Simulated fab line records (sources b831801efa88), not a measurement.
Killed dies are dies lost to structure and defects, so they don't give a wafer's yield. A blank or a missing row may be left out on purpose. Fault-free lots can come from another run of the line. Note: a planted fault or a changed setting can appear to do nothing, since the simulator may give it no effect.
fab line records | flow gf180mcu
[record] lots = 10 | wafers = 30 | last_day = 34
route steps=602 shown HV_LDD@225 NSD@245 SAB@264
lots with no fault: from the same line, run without faults
start_h: hours from the record's opening day to when the first of the lot's shown wafers began | wait_h: time in hours since the lot's previous step | " repeats the value in the row above | L1.1+2: one row covering several wafers at once | - no value, or no start given | * or withheld: withheld | < > ~ a bound
route shown NAME@n: names a module that has steps shown in the file, with the first one's number in the route | usual: mean/standard deviation of fault-free wafers | same: alike in all rows | chamber/n: place in a boat | sites: per-site readings | _std_site: how widely they spread, as a standard deviation | _edge_site: the outer-site mean with the inner-site mean subtracted | radius_mm: for every site, how far away it sits from the centre of the wafer | mask NAME#n: copy n | behind: the last tool/chamber to shape the wafer | hold: the reason the lot was held/the length of the hold in hours/how it ended | device: whichever transistor did not switch (one of n, p or np) | end of line: tests run on the same wafers once the route is complete | for a step that has no rows: nothing shown but its recipe | killed: at the first sort, the dies lost to defects and structure; wafer yield is something else | map: per-die view of a wafer (x killed, . not killed, _ where there is no die)
set.NAME: the setting that was run; set.NAME@STEP: the one run at that earlier step | model.NAME: the simulator's own value behind a step, which no gauge read
steps of the route over a sample of lots; a table a step, a row a wafer
services: the hour from which a tool's chamber was out of use, counted from the record's first day as start_h (under 0 if before that day), plus the number of hours and why
[[steps]]
[step GF_HV_LDD_STRIP_49]
[recipe] chemistry = O2/N2 | power_w = 1400 | pressure_mtorr = 1500 | platen_temp_c = 250 | o2_flow_sccm = 3000 | n2_flow_sccm = 300 | overash_fraction = 0.5
[usual] drypump_motor_current_A = 5.8/0.54 | heater_power_w = 346/33 | n2_flow_sccm = 300.1/0.96 | oes_product_au = 0.716/0.0042 | platen_temp_c = 250.00/0.18 | strip_time_to_endpoint_s = 12.63/0.037
[same] overash_fraction = 0.5
lot.wafer | tool            | chamber | start_h | wait_h | drypump_motor_current_A | heater_power_w | n2_flow_sccm | oes_product_au | platen_temp_c | rf_hours_counter_h | strip_time_to_endpoint_s
L360.1    | plasma_asher-02 | 1       | 279.88  | 0.1    | 6.4                     | 323            | 299.2        | 0.712          | 249.75        | 61                 | 12.60
L360.4    | "               | 1       | "       | "      | 6.5                     | 324            | 298.8        | 0.720          | 249.82        | -                  | 12.63
L360.6    | "               | 0       | "       | "      | 5.6                     | 334            | 300.8        | 0.714          | 249.95        | -                  | 12.64
L362.2    | plasma_asher-04 | 1       | 297.62  | 0.1    | 6.4                     | 401            | 300.1        | 0.717          | 250.25        | 67                 | 12.63
L362.3    | "               | 0       | "       | "      | 5.2                     | 351            | 299.6        | 0.717          | 249.92        | -                  | 12.68
L362.5    | "               | 1       | "       | "      | 6.4                     | 399            | 299.8        | 0.718          | 250.17        | -                  | 12.67
L364.1    | plasma_asher-02 | 0       | 320.18  | 0.1    | 5.6                     | 341            | 299.4        | 0.717          | 250.05        | 65                 | 12.68
L364.2    | "               | 1       | "       | "      | 6.4                     | 325            | 300.0        | 0.714          | 250.02        | 65                 | 12.71
L364.3    | "               | 0       | "       | "      | 5.6                     | 350            | 298.6        | 0.720          | 250.23        | -                  | 12.68
L366.1    | plasma_asher-03 | 1       | 341.66  | 0.1    | 5.7                     | 302            | 299.4        | 0.711          | 250.10        | 24                 | 12.63
L366.4    | "               | 1       | "       | "      | 5.7                     | 313            | 300.2        | 0.710          | 250.23        | -                  | 12.60
L366.5    | "               | 0       | "       | "      | 5.3                     | 296            | 299.6        | 0.719          | 249.99        | -                  | 12.58
L368.1    | plasma_asher-04 | 0       | 348.15  | 0.1    | 5.2                     | 362            | 300.0        | 0.723          | 250.23        | 72                 | 12.60
L368.3    | "               | 1       | "       | "      | 6.5                     | 402            | 301.0        | 0.712          | 249.64        | -                  | 12.64
L368.5    | "               | 0       | "       | "      | 5.2                     | 347            | 300.1        | 0.716          | 249.93        | -                  | 12.59
L376.1    | plasma_asher-02 | 1       | 411.38  | 0.1    | 6.5                     | 310            | 299.4        | 0.723          | 249.97        | 73                 | 12.62
L376.4    | "               | 0       | "       | "      | 5.6                     | 345            | 300.4        | 0.716          | 249.83        | -                  | 12.65
L376.6    | "               | 0       | "       | "      | 5.6                     | 346            | 300.4        | 0.719          | 249.87        | -                  | 12.61
L375.1    | plasma_asher-04 | 1       | 412.75  | 0.1    | 6.4                     | 402            | 299.7        | 0.721          | 250.11        | 78                 | 12.58
L375.3    | "               | 0       | "       | "      | 5.1                     | 352            | 300.2        | 0.719          | 250.09        | -                  | 12.66
L375.4    | "               | 1       | "       | "      | 6.4                     | 409            | 301.2        | 0.719          | 250.14        | -                  | 12.62
L379.3    | plasma_asher-04 | 1       | 439.75  | 0.1    | 6.4                     | 402            | 300.0        | 0.719          | 249.97        | -                  | 12.64
L379.5    | "               | 1       | "       | "      | 6.5                     | 402            | 299.1        | 0.711          | 250.02        | -                  | 12.63
L379.6    | "               | 0       | "       | "      | 5.2                     | 366            | 300.0        | 0.716          | 250.15        | -                  | 12.63
L380.2    | plasma_asher-04 | 0       | 442.38  | 0.1    | 5.2                     | 348            | 300.6        | 0.717          | 250.07        | 1                  | 12.57
L380.4    | "               | 0       | "       | "      | 5.2                     | 356            | 299.9        | 0.715          | 249.93        | -                  | 12.64
L380.5    | "               | 1       | "       | "      | 6.5                     | 398            | 299.8        | 0.718          | 250.10        | -                  | 12.61
L382.1    | plasma_asher-04 | 0       | 468.93  | 0.1    | 5.2                     | 360            | 300.9        | 0.720          | 250.08        | 4                  | 12.60
L382.2    | "               | 1       | "       | "      | 6.4                     | 416            | 299.3        | 0.717          | 250.07        | 4                  | 12.61
L382.5    | "               | 0       | "       | "      | 5.2                     | 360            | 301.1        | 0.713          | 249.98        | -                  | 12.63
[step GF_NSD_IMPLANT_10]
[recipe] species = P | energy_kev = 40 | dose_cm2 = 5e+14 | tilt_deg = 7
[usual] dose_ions_cm2 = 5.001e+14/5.2e+11 | end_station_pressure_torr = 7.3e-06/3.4e-07 | faraday_current_uA = 2788/51 | tilt_deg = 7.002/0.02
lot.wafer | tool         | chamber | start_h | wait_h | dose_ions_cm2 | end_station_pressure_torr | faraday_current_uA | tilt_deg
L360.1    | implanter-03 | 0       | 303.48  | 0.1    | 5.003e+14     | 7.4e-06                   | 2811               | 7.003
L360.4    | "            | 0       | "       | "      | 4.993e+14     | 7.4e-06                   | 2754               | 6.971
L360.6    | "            | 0       | "       | "      | 4.993e+14     | 7.5e-06                   | 2756               | 7.007
L362.2    | implanter-03 | 0       | 321.44  | 0.1    | 5.005e+14     | 7.2e-06                   | 2829               | 7.040
L362.3    | "            | 0       | "       | "      | 4.998e+14     | 7.1e-06                   | 2845               | 7.020
L362.5    | "            | 0       | "       | "      | 4.996e+14     | 7.1e-06                   | 2806               | 7.034
L364.1    | implanter-02 | 0       | 344.91  | 0.1    | 4.998e+14     | 6.9e-06                   | 2801               | 7.011
L364.2    | "            | 0       | "       | "      | 4.995e+14     | 6.7e-06                   | 2766               | 7.023
L364.3    | "            | 0       | "       | "      | 5.001e+14     | 7.2e-06                   | 2850               | 7.015
L366.1    | implanter-01 | 0       | 366.77  | 0.1    | 5.001e+14     | 6.9e-06                   | 2749               | 6.989
L366.4    | "            | 0       | "       | "      | 5.011e+14     | 6.8e-06                   | 2725               | 6.964
L366.5    | "            | 0       | "       | "      | 5.003e+14     | 7.6e-06                   | 2838               | 6.968
L368.1    | implanter-01 | 0       | 372.98  | 0.1    | 4.995e+14     | 7.6e-06                   | 2782               | 7.018
L368.3    | "            | 0       | "       | "      | 5.006e+14     | 7.3e-06                   | 2789               | 7.009
L368.5    | "            | 0       | "       | "      | 5.003e+14     | 6.9e-06                   | 2709               | 7.013
L376.1    | implanter-03 | 0       | 439.23  | 0.1    | 2.743e+14     | 6.1e-06                   | 1526               | 6.977
L376.4    | "            | 0       | "       | "      | 2.737e+14     | 6.1e-06                   | 1502               | 7.013
L376.6    | "            | 0       | "       | "      | 2.738e+14     | 6.2e-06                   | 1529               | 6.978
L375.1    | implanter-03 | 0       | 440.95  | 0.1    | 2.734e+14     | 6.4e-06                   | 1502               | 7.016
L375.3    | "            | 0       | "       | "      | 2.74e+14      | 6.2e-06                   | 1510               | 6.991
L375.4    | "            | 0       | "       | "      | 2.731e+14     | 6.2e-06                   | 1490               | 7.004
L379.3    | implanter-01 | 0       | 469.92  | 0.1    | 5.002e+14     | 7.3e-06                   | 2686               | 7.009
L379.5    | "            | 0       | "       | "      | 4.998e+14     | 7.2e-06                   | 2734               | 7.000
L379.6    | "            | 0       | "       | "      | 4.988e+14     | 7.5e-06                   | 2688               | 6.996
L380.2    | implanter-02 | 0       | 470.73  | 0.1    | 5.007e+14     | 7e-06                     | 2829               | 7.015
L380.4    | "            | 0       | "       | "      | 4.999e+14     | 7.5e-06                   | 2845               | 7.014
L380.5    | "            | 0       | "       | "      | 4.998e+14     | 7.3e-06                   | 2758               | 7.015
L382.1    | implanter-01 | 0       | 496.92  | 0.1    | 4.997e+14     | 7.9e-06                   | 2695               | 7.045
L382.2    | "            | 0       | "       | "      | 5.004e+14     | 7.4e-06                   | 2867               | 7.032
L382.5    | "            | 0       | "       | "      | 5.006e+14     | 6.9e-06                   | 2828               | 7.018
[step GF_NSD_STRIP_11]
[recipe] chemistry = O2/N2 | power_w = 1400 | pressure_mtorr = 1500 | platen_temp_c = 250 | o2_flow_sccm = 3000 | n2_flow_sccm = 300 | overash_fraction = 0.5
[usual] drypump_motor_current_A = 5.5/0.52 | heater_power_w = 325/40 | n2_flow_sccm = 300.0/0.86 | oes_product_au = 0.487/0.0044 | platen_temp_c = 250.01/0.18 | strip_time_to_endpoint_s = 22.95/0.041
[same] overash_fraction = 0.5
lot.wafer | tool            | chamber | start_h | wait_h | drypump_motor_current_A | heater_power_w | n2_flow_sccm | oes_product_au | platen_temp_c | rf_hours_counter_h | strip_time_to_endpoint_s
L360.1    | plasma_asher-01 | 0       | 303.63  | 0.1    | 4.8                     | 307            | 298.8        | 0.485          | 249.90        | 51                 | 22.90
L360.4    | "               | 1       | "       | "      | 5.4                     | 281            | 300.0        | 0.484          | 250.08        | -                  | 22.91
L360.6    | "               | 0       | "       | "      | 4.8                     | 314            | 300.0        | 0.482          | 249.91        | -                  | 22.96
L362.2    | plasma_asher-04 | 0       | 321.57  | 0.1    | 5.2                     | 351            | 299.9        | 0.489          | 250.11        | 69                 | 22.97
L362.3    | "               | 0       | "       | "      | 5.2                     | 346            | 300.1        | 0.489          | 250.02        | -                  | 22.96
L362.5    | "               | 1       | "       | "      | 6.4                     | 399            | 300.8        | 0.489          | 249.97        | -                  | 22.99
L364.1    | plasma_asher-04 | 0       | 345.06  | 0.1    | 5.2                     | 355            | 300.2        | 0.485          | 250.03        | 72                 | 22.95
L364.2    | "               | 1       | "       | "      | 6.4                     | 405            | 301.9        | 0.487          | 250.20        | 72                 | 22.97
L364.3    | "               | 1       | "       | "      | 6.4                     | 397            | 301.1        | 0.486          | 250.13        | -                  | 22.92
L366.1    | plasma_asher-03 | 0       | 366.92  | 0.1    | 5.2                     | 302            | 302.4        | 0.491          | 250.08        | 27                 | 22.96
L366.4    | "               | 1       | "       | "      | 5.7                     | 307            | 300.0        | 0.496          | 250.08        | -                  | 23.02
L366.5    | "               | 1       | "       | "      | 5.7                     | 313            | 299.7        | 0.484          | 250.40        | -                  | 23.02
L368.1    | plasma_asher-01 | 0       | 373.13  | 0.1    | 4.8                     | 307            | 297.8        | 0.487          | 250.02        | 58                 | 22.92
L368.3    | "               | 1       | "       | "      | 5.4                     | 285            | 300.1        | 0.492          | 249.80        | -                  | 23.00
L368.5    | "               | 0       | "       | "      | 4.8                     | 315            | 299.7        | 0.484          | 250.46        | -                  | 22.96
L376.1    | plasma_asher-03 | 1       | 439.38  | 0.1    | 5.7                     | 303            | 298.3        | 0.493          | 249.88        | 34                 | 22.76
L376.4    | "               | 1       | "       | "      | 5.7                     | 311            | 298.0        | 0.483          | 249.89        | -                  | 22.70
L376.6    | "               | 1       | "       | "      | 5.7                     | 303            | 299.8        | 0.494          | 249.73        | -                  | 22.72
L375.1    | plasma_asher-04 | 1       | 441.10  | 0.1    | 6.5                     | 401            | 299.9        | 0.496          | 250.44        | 1                  | 22.74
L375.3    | "               | 1       | "       | "      | 6.4                     | 406            | 298.5        | 0.493          | 250.42        | -                  | 22.81
L375.4    | "               | 0       | "       | "      | 5.2                     | 364            | 300.6        | 0.491          | 249.99        | -                  | 22.76
L379.3    | plasma_asher-01 | 0       | 470.05  | 0.1    | 4.8                     | 312            | 300.1        | 0.483          | 250.13        | -                  | 22.91
L379.5    | "               | 1       | "       | "      | 5.4                     | 283            | 300.6        | 0.490          | 250.03        | -                  | 22.92
L379.6    | "               | 0       | "       | "      | 4.8                     | 317            | 300.1        | 0.488          | 249.89        | -                  | 22.94
L380.2    | plasma_asher-01 | 1       | 470.85  | 0.1    | 5.4                     | 284            | 300.1        | 0.485          | 249.98        | 68                 | 22.98
L380.4    | "               | 1       | "       | "      | 5.5                     | 278            | 299.8        | 0.484          | 249.90        | -                  | 22.97
L380.5    | "               | 1       | "       | "      | 5.5                     | 282            | 299.3        | 0.485          | 249.97        | -                  | 22.98
L382.1    | plasma_asher-03 | 0       | 497.07  | 0.1    | 5.2                     | 296            | 300.8        | 0.484          | 249.80        | 41                 | 23.01
L382.2    | "               | 1       | "       | "      | 5.7                     | 304            | 299.0        | 0.487          | 249.58        | 41                 | 23.00
L382.5    | "               | 0       | "       | "      | 5.2                     | 314            | 300.4        | 0.484          | 250.02        | -                  | 22.99
[step GF_PSD_RS_MEAS_14]
[recipe] thk_meas_gauge = four-point-probe
[usual] NSD_RS = 46.12/0.08
lot.wafer | tool          | chamber | start_h | wait_h | hold                     | NSD_RS[ohm/sq]
L360.1    | film_metro-01 | -       | 323.96  | 0.1    | -                        | 46.14
L360.4    | "             | -       | "       | "      | -                        | 46.03
L360.6    | "             | -       | "       | "      | -                        | 46.06
L362.2    | film_metro-01 | -       | 343.78  | 0.1    | -                        | 46.02
L362.3    | "             | -       | "       | "      | -                        | 46.15
L362.5    | "             | -       | "       | "      | -                        | 46.07
L364.1    | film_metro-03 | -       | 367.82  | 0.1    | -                        | 46.11
L364.2    | "             | -       | "       | "      | -                        | 46.14
L364.3    | "             | -       | "       | "      | -                        | 46.06
L366.1    | film_metro-01 | -       | 390.17  | 0.1    | -                        | 46.01
L366.4    | "             | -       | "       | "      | -                        | 46.04
L366.5    | "             | -       | "       | "      | -                        | 45.98
L368.1    | film_metro-02 | -       | 396.87  | 0.1    | -                        | 46.22
L368.3    | "             | -       | "       | "      | -                        | 46.25
L368.5    | "             | -       | "       | "      | -                        | 46.17
L376.1    | film_metro-03 | -       | 464.94  | 0.1    | await_dispo/0.2h/release | 48.90
L376.4    | "             | -       | "       | "      | await_dispo/0.2h/release | 48.87
L376.6    | "             | -       | "       | "      | await_dispo/0.2h/release | 48.92
L376.1    | film_metro-03 | -       | 465.26  | 0.3    | -                        | 48.93
L376.4    | "             | -       | "       | "      | -                        | 48.89
L376.6    | "             | -       | "       | "      | -                        | 48.91
L375.1    | film_metro-02 | -       | 467.01  | 0.1    | await_dispo/0.2h/release | 48.96
L375.3    | "             | -       | "       | "      | await_dispo/0.2h/release | 48.95
L375.4    | "             | -       | "       | "      | await_dispo/0.2h/release | 48.92
L375.1    | film_metro-02 | -       | 467.51  | 0.5    | -                        | 48.93
L375.3    | "             | -       | "       | "      | -                        | 49.00
L375.4    | "             | -       | "       | "      | -                        | 49.15
L379.3    | film_metro-03 | -       | 495.46  | 0.1    | -                        | 46.10
L379.5    | "             | -       | "       | "      | -                        | 46.14
L379.6    | "             | -       | "       | "      | -                        | 46.19
L380.2    | film_metro-03 | -       | 496.39  | 0.1    | -                        | 46.17
L380.4    | "             | -       | "       | "      | -                        | 46.21
L380.5    | "             | -       | "       | "      | -                        | 46.12
L382.1    | film_metro-01 | -       | 521.42  | 0.1    | -                        | 46.21
L382.2    | "             | -       | "       | "      | -                        | 46.06
L382.5    | "             | -       | "       | "      | -                        | 46.10
[step GF_SAB_CVD_00]
[recipe] material = SiO2 | target_thk_nm = 50 | precursor = TEOS | temp_c = 400 | time_s = 4.9302 | rf_w = 600
[usual] heater_power_outer_w = 366/80 | heater_power_w = 656/100 | rf_fwd_power_W = 588.2/2.4
lot.wafer | tool     | chamber | start_h | wait_h | heater_power_outer_w | heater_power_w | rf_fwd_power_W
L360.1    | pecvd-02 | 2       | 324.20  | 0.1    | 429                  | 680            | 588.0
L360.4    | "        | 2       | "       | "      | 422                  | 684            | 590.2
L360.6    | "        | 0       | "       | "      | 439                  | 732            | 588.7
L362.2    | pecvd-04 | 1       | 344.00  | 0.1    | 462                  | 806            | 585.4
L362.3    | "        | 0       | "       | "      | 303                  | 611            | 583.4
L362.5    | "        | 0       | "       | "      | 300                  | 606            | 584.9
L364.1    | pecvd-04 | 0       | 368.06  | 0.1    | 289                  | 607            | 586.9
L364.2    | "        | 1       | "       | "      | 468                  | 822            | 583.6
L364.3    | "        | 2       | "       | "      | 300                  | 517            | 588.1
L366.1    | pecvd-03 | 1       | 390.41  | 0.1    | 302                  | 621            | 587.2
L366.4    | "        | 1       | "       | "      | 305                  | 635            | 590.6
L366.5    | "        | 2       | "       | "      | 297                  | 552            | 585.4
L368.1    | pecvd-02 | 2       | 397.11  | 0.1    | 434                  | 676            | 590.7
L368.3    | "        | 0       | "       | "      | 403                  | 678            | 592.7
L368.5    | "        | 1       | "       | "      | 425                  | 766            | 589.5
L376.1    | pecvd-04 | 1       | 467.49  | 0.2    | 448                  | 761            | 587.6
L376.4    | "        | 2       | "       | "      | 284                  | 529            | 589.5
L376.6    | "        | 1       | "       | "      | 449                  | 770            | 587.8
L375.1    | pecvd-03 | 0       | 469.51  | 0.1    | 338                  | 609            | 590.2
L375.3    | "        | 1       | "       | "      | 369                  | 738            | 590.4
L375.4    | "        | 2       | "       | "      | 228                  | 451            | 588.5
L379.3    | pecvd-03 | 2       | 495.66  | 0.1    | 291                  | 539            | 591.1
L379.5    | "        | 0       | "       | "      | 400                  | 700            | 590.3
L379.6    | "        | 2       | "       | "      | 284                  | 565            | 590.4
L380.2    | pecvd-02 | 1       | 496.61  | 0.1    | 423                  | 785            | 588.4
L380.4    | "        | 0       | "       | "      | 492                  | 807            | 590.7
L380.5    | "        | 2       | "       | "      | 479                  | 738            | 589.0
L382.1    | pecvd-03 | 2       | 521.66  | 0.1    | 208                  | 419            | 587.2
L382.2    | "        | 1       | "       | "      | 295                  | 627            | 586.2
L382.5    | "        | 0       | "       | "      | 385                  | 658            | 590.8
[step GF_SAB_ETCH_11]
[recipe] chemistry = C4F8/O2/Ar | mask_material = NOVOLAK | target = SiO2 | target_depth_nm = 55 | source_w = 1500 | bias_w = 1200 | pressure_mtorr = 40 | c4f8_flow_sccm = withheld | O2_flow_sccm = 6 | Ar_flow_sccm = 300 | time_s = 8.5
[usual] oes_product_au = 1.001/0.0077 | rf_fwd_power_W = 1474/6.9
lot.wafer | tool        | chamber | start_h | wait_h | oes_product_au | rf_fwd_power_W | rf_hours_counter_h
L360.1    | rie_diel-04 | 1       | 345.53  | 0.0    | 1.002          | 1472           | 74
L360.4    | "           | 3       | "       | "      | 1.001          | 1475           | 15
L360.6    | "           | 3       | "       | "      | 0.994          | 1477           | -
L362.2    | rie_diel-02 | 3       | 365.61  | 0.0    | 1.000          | 1490           | 56
L362.3    | "           | 0       | "       | "      | 0.988          | 1471           | 50
L362.5    | "           | 3       | "       | "      | 0.995          | 1475           | -
L364.1    | rie_diel-04 | 1       | 391.18  | 0.0    | 1.006          | 1467           | 75
L364.2    | "           | 2       | "       | "      | 1.003          | 1488           | 62
L364.3    | "           | 0       | "       | "      | 1.002          | 1472           | 52
L366.1    | rie_diel-04 | 2       | 414.28  | 0.0    | 1.001          | 1480           | 63
L366.4    | "           | 3       | "       | "      | 0.994          | 1477           | 16
L366.5    | "           | 0       | "       | "      | 1.010          | 1481           | -
L368.1    | rie_diel-02 | 2       | 421.03  | 0.0    | 1.001          | 1477           | 76
L368.3    | "           | 1       | "       | "      | 0.993          | 1466           | 72
L368.5    | "           | 1       | "       | "      | 1.013          | 1464           | -
L376.1    | rie_diel-01 | 2       | 489.45  | 0.0    | 0.990          | 1473           | 4
L376.4    | "           | 1       | "       | "      | 1.007          | 1471           | -
L376.6    | "           | 2       | "       | "      | 0.992          | 1477           | -
L375.1    | rie_diel-02 | 1       | 491.90  | 0.0    | 0.992          | 1464           | 74
L375.3    | "           | 2       | "       | "      | 0.991          | 1475           | 78
L375.4    | "           | 0       | "       | "      | 0.997          | 1458           | 53
L379.3    | rie_diel-01 | 2       | 519.43  | 0.0    | 0.987          | 1470           | 5
L379.5    | "           | 2       | "       | "      | 0.992          | 1469           | -
L379.6    | "           | 1       | "       | "      | 1.009          | 1478           | -
L380.2    | rie_diel-04 | 0       | 520.68  | 0.0    | 1.008          | 1479           | 55
L380.4    | "           | 0       | "       | "      | 0.999          | 1475           | -
L380.5    | "           | 2       | "       | "      | 1.002          | 1479           | -
L382.1    | rie_diel-02 | 3       | 545.28  | 0.0    | 0.997          | 1478           | 61
L382.2    | "           | 1       | "       | "      | 0.992          | 1476           | 75
L382.5    | "           | 0       | "       | "      | 1.003          | 1461           | -
[[services]]
tool            | chamber | start_h | hours | kind
implanter-03    | -       | 266.58  | 4.7   | pm
implanter-01    | -       | 271.04  | 3.1   | repair
implanter-03    | -       | 272.34  | 15.8  | pm
rie_diel-02     | 0       | 275.42  | 2.8   | repair
plasma_asher-01 | -       | 292.13  | 4.4   | repair
implanter-01    | -       | 320.04  | 2.7   | pm
rie_diel-02     | -       | 322.12  | 2.8   | pm
rie_diel-02     | -       | 330.53  | 0.6   | repair
implanter-03    | -       | 334.39  | 2.1   | pm
implanter-01    | -       | 352.70  | 5.8   | repair
pecvd-03        | -       | 364.76  | 0.6   | repair
implanter-01    | -       | 377.83  | 1.6   | repair
pecvd-03        | 1       | 398.46  | 11.4  | repair
plasma_asher-04 | -       | 399.78  | 0.3   | repair
plasma_asher-03 | -       | 419.07  | 2.9   | repair
plasma_asher-04 | -       | 421.30  | 9.0   | pm
implanter-01    | -       | 426.88  | 2.6   | repair
rie_diel-02     | 1       | 449.61  | 6.0   | repair
rie_diel-02     | 2       | 449.72  | 4.2   | repair
plasma_asher-03 | -       | 451.95  | 6.2   | repair
rie_diel-02     | 0       | 455.50  | 33.4  | repair
implanter-01    | -       | 478.42  | 4.1   | repair
plasma_asher-04 | -       | 479.21  | 14.8  | repair
plasma_asher-04 | -       | 503.77  | 2.8   | pm
[[key]]
[first_sign] step = GF_NSD_IMPLANT_10 | reading = dose_ions_cm2 | direction = down | sigmas = 99+ | usual = 5.001e+14 | struck = 2.737e+14
[effect] step = GF_NSD_IMPLANT_10 | reading = faraday_current_uA | direction = down | sigmas = 25 | usual = 2788 | struck = 1510
[effect] step = GF_NSD_STRIP_11 | reading = strip_time_to_endpoint_s | direction = down | sigmas = 5 | usual = * | struck = *
[effect] step = GF_PSD_RS_MEAS_14 | reading = visit | direction = added
[effect] step = GF_PSD_RS_MEAS_14 | reading = NSD_RS | direction = up | sigmas = 35 | usual = 46.12 | struck = 48.92
met_at GF_NSD_IMPLANT_10
struck_lots L375,L376
tester_left_out L375,L376
not_acting_at GF_HV_LDD_STRIP_49,GF_SAB_CVD_00,GF_SAB_ETCH_11
onset_between 321.44 439.23
[fault] kind = process_parameter_drift | tool = implanter-03 | chamber = - | onset_h = 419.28 | steps = GF_NSD_IMPLANT_10 | channel = dose_cm2 | offset = -2.2684e+14 | shape = step | end_h = 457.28 | acts_in = these_recipes_only | stated = 5e+14
// tester_left_out: of these lots the tester's yield and bins aren't shown, on N5 and GAA mostly nor the transistor test; their killed dies are dies lost to structure and defects alone, not to doping, threshold or leakage, so they don't give the yield
